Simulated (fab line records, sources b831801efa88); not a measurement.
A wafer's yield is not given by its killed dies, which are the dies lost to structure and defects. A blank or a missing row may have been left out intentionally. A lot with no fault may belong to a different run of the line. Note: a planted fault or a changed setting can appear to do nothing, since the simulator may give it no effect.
Chamber matching || flow sky130 || rie diel-01 running SKY_METAL4_ETCH_17: 4 sister chambers
The step etches SiO2 in C4F8/O2/Ar, stops on TiN, time 3.9 s, target depth 15 nm. 7 wafers are shown with their chamber, then 7 later ones without.

WAFERS, EACH WITH ITS CHAMBER
{"wafer": "L078.4", "chamber": 0, "oes product au (a.u.)": 0.756}
{"wafer": "L078.5", "chamber": 3, "oes product au (a.u.)": 0.759}
{"wafer": "L078.6", "chamber": 2, "oes product au (a.u.)": 0.755}
{"wafer": "L079.1", "chamber": 2, "oes product au (a.u.)": 0.752}
{"wafer": "L079.3", "chamber": 3, "oes product au (a.u.)": 0.746}
{"wafer": "L083.1", "chamber": 1, "oes product au (a.u.)": 0.744}
{"wafer": "L083.5", "chamber": 1, "oes product au (a.u.)": 0.760}

WAFERS WITHOUT THEIR CHAMBER
{"wafer": "L083.6", "oes product au (a.u.)": 0.765}
{"wafer": "L089.1", "oes product au (a.u.)": 0.753}
{"wafer": "L089.4", "oes product au (a.u.)": 0.753}
{"wafer": "L089.6", "oes product au (a.u.)": 0.748}
{"wafer": "L095.2", "oes product au (a.u.)": 0.759}
{"wafer": "L095.3", "oes product au (a.u.)": 0.762}
{"wafer": "L095.6", "oes product au (a.u.)": 0.769}

WHICH CHAMBER EACH ONE RAN IN
{"wafer": "L083.6", "from the rows above": "can't be placed: 0 or 2 or 3 or 1", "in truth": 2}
{"wafer": "L089.1", "from the rows above": "can't be placed: 2 or 3 or 1 or 0", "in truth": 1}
{"wafer": "L089.4", "from the rows above": "can't be placed: 2 or 3 or 1 or 0", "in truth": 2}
{"wafer": "L089.6", "from the rows above": "can't be placed: 1 or 3 or 2 or 0", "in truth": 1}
{"wafer": "L095.2", "from the rows above": "can't be placed: 0 or 2 or 3 or 1", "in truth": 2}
{"wafer": "L095.3", "from the rows above": "can't be placed: 0 or 2 or 3 or 1", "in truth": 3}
{"wafer": "L095.6", "from the rows above": "can't be placed: 0 or 2 or 3 or 1", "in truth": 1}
Placed correctly: 0 of 7. Cannot be placed on the basis of these rows: 7; the candidates contain the true chamber in 7. Placed wrongly: 0.
How it was worked out, from the rows above alone: a wafer's distance from a chamber is the root of the sum, over the readings, of the square of ((its reading less the chamber's mean) divided by the reading's scatter). If the next closest chamber is less than 2 further off than the closest, the wafer can't be placed; otherwise it belongs to the closest. A chamber's mean is the mean of its shown wafers. The scatter is the square root of a quotient: the sum, over the shown wafers, of each reading's squared deviation from its chamber's mean, divided by wafers minus chambers.
